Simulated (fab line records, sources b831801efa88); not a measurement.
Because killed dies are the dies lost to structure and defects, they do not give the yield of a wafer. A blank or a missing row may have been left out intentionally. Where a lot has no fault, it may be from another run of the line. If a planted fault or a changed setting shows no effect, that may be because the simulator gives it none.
fab line records    flow sky130    part 2 of 2: steps 26 to 34 of 34
record lots=5  wafers=15  last_day=50
route steps=708 shown RES_XHIGH@360 SALICIDE@361 LI_CONTACT@362 LOCAL_INTERCONNECT@387
lots with no fault: from the same line, run without faults
start_h: hours from the record's opening day to when the first of the lot's shown wafers began    wait_h: time in hours since the lot's previous step    " unchanged from the row above    L1.1+2: several wafers, shown together as one row    - no value present, or no start provided    * or withheld: withheld    < > ~ a bound
route shown NAME@n: names a module that has steps shown in the file, with the first one's number in the route    usual: mean/standard deviation of fault-free wafers    same: alike in all rows    chamber/n: place in a boat    sites: per-site readings    _std_site: standard deviation across them    _edge_site: outer sites' mean less inner sites'    radius_mm: for every site, how far away it sits from the centre of the wafer    mask NAME#n: copy n    behind: tool/chamber where the wafer was last shaped    hold: reason for holding the lot/hours on hold/outcome of the hold    device: names the non-switching transistor (n, p or np)    end of line: the tests these same wafers got at the end of their route    step lacking rows: just its recipe    killed: at the first sort, the dies lost to defects and structure; wafer yield is something else    map: per-die view of a wafer (x killed, . not killed, _ where there is no die)
set.NAME: the setting the step ran with; set.NAME@STEP: the setting that earlier step ran with    model.NAME: the simulator's own value behind a step, which no gauge read
certain route steps with their lots: each step a table, each wafer a row
services: from which hour (start_h, from the record's first day; less than 0 if before it) a tool's chamber was out of use, for how many hours, and why
## steps
# step SKY_LI_CONTACT_THK_MEAS_23
# recipe thk_meas_gauge=xrf  reads=W_of_LI_CONTACT_CVD_21
# usual LI_CONTACT_W_THK=397/10
lot.wafer  tool           chamber  start_h  wait_h  LI_CONTACT_W_THK[nm]
L075.1     film_metro-04  -        684.12   0.1     388
L075.4     "              -        "        "       410
L075.5     "              -        "        "       408
L077.1     film_metro-02  -        700.39   0.1     395
L077.4     "              -        "        "       397
L077.5     "              -        "        "       397
L081.1     film_metro-04  -        732.35   0.1     397
L081.2     "              -        "        "       394
L081.4     "              -        "        "       398
L088.2     film_metro-03  -        788.65   0.1     394
L088.5     "              -        "        "       396
L088.6     "              -        "        "       391
L097.1     film_metro-03  -        851.72   0.1     391
L097.3     "              -        "        "       392
L097.6     "              -        "        "       392
# step SKY_LI_CONTACT_CMP_24
# recipe stop_on=PSG  t_overpolish_s=20  down_force_psi=3.5  platen_rpm=60  target_thk_nm=0  pad_velocity_m_s=0.94248
# usual motor_current_A=11.1/1.6  overpolish_run_s=20.001/0.0096  platen_rpm=60.00/0.046  time_to_endpoint_s=97/4.2
lot.wafer  tool    chamber  start_h  wait_h  motor_current_A  overpolish_run_s  platen_rpm  time_to_endpoint_s
L075.1     cmp-01  0        684.18   0.1     8.6              19.993            60.05       95
L075.4     "       3        "        "       7.9              20.014            59.97       102
L075.5     "       1        "        "       12.0             20.001            60.00       103
L077.4     cmp-02  3        700.45   0.0     12.8             20.001            59.95       98
L077.1     "       1        "        "       11.8             20.012            60.01       94
L077.5     "       0        "        "       10.7             19.983            59.95       99
L081.4     cmp-02  2        732.41   0.0     12.4             20.007            60.06       98
L081.1     "       0        "        "       10.1             19.987            60.01       101
L081.2     "       1        "        "       12.7             20.001            60.03       99
L088.2     cmp-01  1        788.75   0.1     11.8             20.005            59.98       98
L088.6     "       0        "        "       8.3              20.012            59.86       93
L088.5     "       1        "        "       12.0             20.013            60.01       97
L097.3     cmp-01  3        851.88   0.1     8.2              20.004            60.01       91
L097.1     "       0        "        "       9.0              20.013            59.94       92
L097.6     "       1        "        "       11.5             20.004            59.95       90
# step SKY_LOCAL_INTERCONNECT_SPUTTER_00
# recipe material=TiN  target_thk_nm=100  temp_c=300  power_w=6500  time_s=83.3  chamber_pressure_pa=0.4
# usual susceptor_temp_C=299.97/0.2  throttle_valve_pct=30.0/0.95
lot.wafer  tool            chamber  start_h  wait_h  susceptor_temp_C  throttle_valve_pct
L075.1     pvd_sputter-03  -        684.48   0.2     299.88            30.9
L075.4     "               -        "        "       299.60            28.9
L075.5     "               -        "        "       299.96            29.1
L077.1     pvd_sputter-02  -        700.75   0.1     300.15            30.3
L077.4     "               -        "        "       299.90            30.8
L077.5     "               -        "        "       299.79            30.4
L081.1     pvd_sputter-02  -        732.71   0.1     300.34            28.3
L081.2     "               -        "        "       300.06            31.1
L081.4     "               -        "        "       300.18            30.2
L088.2     pvd_sputter-01  -        789.00   0.2     300.03            29.4
L088.5     "               -        "        "       299.84            31.1
L088.6     "               -        "        "       300.02            29.4
L097.1     pvd_sputter-02  -        852.08   0.1     299.78            30.0
L097.3     "               -        "        "       299.98            31.2
L097.6     "               -        "        "       299.88            30.3
# step SKY_LOCAL_INTERCONNECT_RS_MEAS_01
# recipe thk_meas_gauge=four-point-probe  reads=TiN_of_LOCAL_INTERCONNECT_SPUTTER_00
# usual LOCAL_INTERCONNECT_TIN_RS=14.18/0.14
lot.wafer  tool           chamber  start_h  wait_h  LOCAL_INTERCONNECT_TIN_RS[ohm/sq]
L075.1     film_metro-03  -        684.54   0.0     14.09
L075.4     "              -        "        "       14.07
L075.5     "              -        "        "       14.09
L077.1     film_metro-01  -        700.81   0.0     14.03
L077.4     "              -        "        "       13.97
L077.5     "              -        "        "       13.98
L081.1     film_metro-03  -        732.78   0.0     13.95
L081.2     "              -        "        "       14.01
L081.4     "              -        "        "       14.10
L088.2     film_metro-01  -        789.08   0.1     14.43
L088.5     "              -        "        "       14.49
L088.6     "              -        "        "       14.31
L097.1     film_metro-03  -        852.14   0.0     13.93
L097.3     "              -        "        "       13.93
L097.6     "              -        "        "       13.96
# step SKY_LOCAL_INTERCONNECT_THK_MEAS_02
# recipe thk_meas_gauge=xrf  reads=TiN_of_LOCAL_INTERCONNECT_SPUTTER_00
# usual LOCAL_INTERCONNECT_TIN_THK=98.8/1.1
lot.wafer  tool           chamber  start_h  wait_h  LOCAL_INTERCONNECT_TIN_THK[nm]
L075.1     film_metro-03  -        684.66   0.1     98.9
L075.4     "              -        "        "       98.6
L075.5     "              -        "        "       98.8
L077.1     film_metro-01  -        700.93   0.1     100.7
L077.4     "              -        "        "       101.0
L077.5     "              -        "        "       101.0
L081.1     film_metro-03  -        732.90   0.1     100.3
L081.2     "              -        "        "       100.1
L081.4     "              -        "        "       99.2
L088.2     film_metro-01  -        789.19   0.1     97.7
L088.5     "              -        "        "       97.1
L088.6     "              -        "        "       98.1
L097.1     film_metro-03  -        852.26   0.1     100.4
L097.3     "              -        "        "       100.4
L097.6     "              -        "        "       100.1
# step SKY_LOCAL_INTERCONNECT_DEHYDRATE_03
# recipe temp_c=200  time_s=60
# usual exhaust_pa=45.0/0.68
lot.wafer  tool            chamber  start_h  wait_h  exhaust_pa
L075.1     litho_track-01  0        696.77   12.1    44.9
L075.4     "               0        "        "       45.4
L075.5     "               0        "        "       44.9
L077.1     litho_track-02  0        714.48   13.5    44.3
L077.4     "               0        "        "       45.8
L077.5     "               0        "        "       44.9
L081.1     litho_track-02  0        745.83   12.9    44.1
L081.2     "               0        "        "       43.9
L081.4     "               0        "        "       44.4
L088.2     litho_track-01  0        802.49   13.3    44.4
L088.5     "               0        "        "       45.1
L088.6     "               0        "        "       45.1
L097.1     litho_track-03  0        863.92   11.6    44.2
L097.3     "               0        "        "       45.1
L097.6     "               0        "        "       44.5
# step SKY_LOCAL_INTERCONNECT_HMDS_04
# recipe prime_time_s=60  prime_temp_c=120
# usual exhaust_pa=44.7/0.83  prime_temp_c=119.97/0.12
# same prime_time_s=60
lot.wafer  tool            chamber  start_h  wait_h  exhaust_pa  prime_temp_c
L075.1     litho_track-01  0        696.92   0.1     44.9        119.98
L075.4     "               0        "        "       44.0        119.93
L075.5     "               0        "        "       45.3        119.92
L077.1     litho_track-02  0        714.63   0.1     44.9        119.87
L077.4     "               0        "        "       44.6        119.96
L077.5     "               0        "        "       45.4        119.84
L081.1     litho_track-02  0        745.98   0.1     44.6        119.96
L081.2     "               0        "        "       44.6        120.12
L081.4     "               0        "        "       44.3        119.97
L088.2     litho_track-01  0        802.64   0.1     45.5        120.10
L088.5     "               0        "        "       45.2        120.00
L088.6     "               0        "        "       43.9        120.15
L097.1     litho_track-03  0        864.07   0.1     43.9        119.79
L097.3     "               0        "        "       44.0        119.87
L097.6     "               0        "        "       44.3        119.98
# step SKY_LOCAL_INTERCONNECT_COAT_05
# recipe resist=BARC  temp_c=withheld  time_s=withheld  spin_rpm=3000  resist_thk_nm=60
# usual exhaust_pa=44.9/0.75
lot.wafer  tool            chamber  start_h  wait_h  exhaust_pa
L075.1     litho_track-01  0        697.07   0.1     44.4
L075.4     "               0        "        "       45.3
L075.5     "               0        "        "       45.0
L077.1     litho_track-02  0        714.78   0.1     44.8
L077.4     "               0        "        "       44.5
L077.5     "               0        "        "       45.6
L081.1     litho_track-02  0        746.13   0.1     44.1
L081.2     "               0        "        "       44.3
L081.4     "               0        "        "       42.7
L088.2     litho_track-01  0        802.79   0.1     44.1
L088.5     "               0        "        "       44.0
L088.6     "               0        "        "       43.4
L097.1     litho_track-03  0        864.22   0.1     45.0
L097.3     "               0        "        "       45.0
L097.6     "               0        "        "       46.1
# step SKY_LOCAL_INTERCONNECT_COAT_06
# recipe resist=KrF-thick  spin_rpm=3000  resist_thk_nm=450
# usual exhaust_pa=45.0/1
lot.wafer  tool            chamber  start_h  wait_h  exhaust_pa
L075.1     litho_track-01  0        -        -       44.5
L075.4     "               0        "        "       44.0
L075.5     "               0        "        "       44.6
L077.1     litho_track-02  0        -        -       42.7
L077.4     "               0        "        "       44.6
L077.5     "               0        "        "       43.1
L081.1     litho_track-02  0        -        -       44.0
L081.2     "               0        "        "       43.7
L081.4     "               0        "        "       45.6
L088.2     litho_track-01  0        -        -       43.8
L088.5     "               0        "        "       44.6
L088.6     "               0        "        "       46.4
L097.1     litho_track-03  0        -        -       44.2
L097.3     "               0        "        "       43.9
L097.6     "               0        "        "       45.0
## services
tool            chamber  start_h  hours  kind
cmp-02          -        636.44   2.1    repair
hdpcvd-02       -        638.84   0.9    repair
cmp-02          -        643.02   1.9    repair
hdpcvd-02       -        648.35   5.5    pm
krf_scanner-02  -        657.59   1.3    pm
cmp-02          -        661.80   2.1    repair
cmp-01          -        678.90   1.1    repair
cmp-02          -        687.16   3.8    pm
hdpcvd-02       -        694.31   1.4    repair
cmp-01          -        701.89   2.1    repair
krf_scanner-02  -        716.37   0.4    repair
cmp-02          -        744.68   4.0    pm
krf_scanner-02  -        748.37   0.8    pm
krf_scanner-02  -        759.14   1.0    pm
rie_diel-03     2        762.57   9.9    repair
krf_scanner-02  -        768.73   4.0    pm
cmp-02          -        797.60   1.1    repair
cmp-02          -        820.43   0.6    repair
krf_scanner-02  -        828.20   7.4    repair
rie_diel-03     -        830.79   0.3    repair
cmp-02          -        832.52   1.5    repair
pvd_sputter-03  -        835.45   1.4    repair
krf_scanner-02  -        835.56   1.3    pm
cmp-02          -        843.39   15.6   pm
